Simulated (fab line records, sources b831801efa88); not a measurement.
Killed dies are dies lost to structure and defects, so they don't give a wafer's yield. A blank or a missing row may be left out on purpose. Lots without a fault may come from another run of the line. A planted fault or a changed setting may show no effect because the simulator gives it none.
Which tool did it? | flow gf180mcu | 7 lots, 21 wafers sampled, at 3 steps of a route of 602

WHAT THE GAUGES READ, wafer by wafer
GF_PSD_OVL_MEAS_08.
lot  | measured     | on         | PSD_OVL (nm)
L308 | day 15 23:08 | overlay-02 | 0.4 1.3 0.1
L310 | day 16 20:41 | overlay-01 | -0.8 -1.2 1.5
L313 | day 17 17:59 | overlay-01 | 0.5 -0.7 0.4
L315 | day 18 13:07 | overlay-02 | 0.2 -0.7 0.6
L317 | day 19 04:16 | overlay-01 | -92.8 -95.6 -93.4
L322 | day 20 21:40 | overlay-01 | 0.3 1.1 1.2
L326 | day 22 08:02 | overlay-01 | -0.1 -0.4 0.9

WHICH TOOL RAN EACH LOT (tool, then ch and the chambers of the sampled wafers, then the start)
lot  | GF_PSD_SOFTBAKE_03                | GF_PSD_EXPOSE_04
L308 | litho_track-02 ch 0, day 15 12:21 | iline_stepper-01 ch 0, day 15 12:37
L310 | litho_track-04 ch 0, day 16 09:15 | iline_stepper-02 ch 0, day 16 09:23
L313 | litho_track-04 ch 0, day 17 06:26 | iline_stepper-02 ch 0, day 17 06:34
L315 | litho_track-04 ch 0, day 18 00:51 | iline_stepper-02 ch 0, day 18 01:00
L317 | litho_track-04 ch 0, day 18 15:50 | iline_stepper-02 ch 0, day 18 15:58
L322 | litho_track-04 ch 0, day 20 09:09 | iline_stepper-01 ch 0, day 20 09:18
L326 | litho_track-02 ch 0, day 21 20:18 | iline_stepper-01 ch 0, day 21 20:34
- GF_PSD_SOFTBAKE_03: time 61.61 s.
- GF_PSD_EXPOSE_04: exposes mask Pplus, target cd 400 nm.

THE ANSWER, worked out from the rows above alone
Rule: what is usual is taken from the lots themselves. Put in order of their means at a reading, lots are off if they are a third of the lots or fewer, leave a main group of 4 or more, and stand apart from it by a gap of 3 or more times the standard deviation of the main group's means; of several such gaps the widest counts. A main group whose means are all the same, to the digits that the tables above print for the reading, isn't used. A lot without any number at a reading at which 4 lots or more have one is off too. The other lots that the step has rows for count as sound.
Off: L317, at GF_PSD_OVL_MEAS_08 (PSD_OVL). The main group: mean 0.3 nm, standard deviation 0.36.
A tool fits if, at a process step before that reading, it ran every lot that is off, and no sound lot after the first of them. The gauges at GF_PSD_OVL_MEAS_08 are tried like those tools. One fits: iline_stepper-02 at GF_PSD_EXPOSE_04. Its last sound lot is L315 (day 18 01:00), its first lot that is off L317 (day 18 15:58): a fault that began between those two fits.

WHAT THE SIMULATOR HAD PUT IN
Scanner matching overlay: iline_stepper-02, from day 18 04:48 on, at GF_PSD_EXPOSE_04. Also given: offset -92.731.
Lots struck among those shown: L317. The rule above found the same.
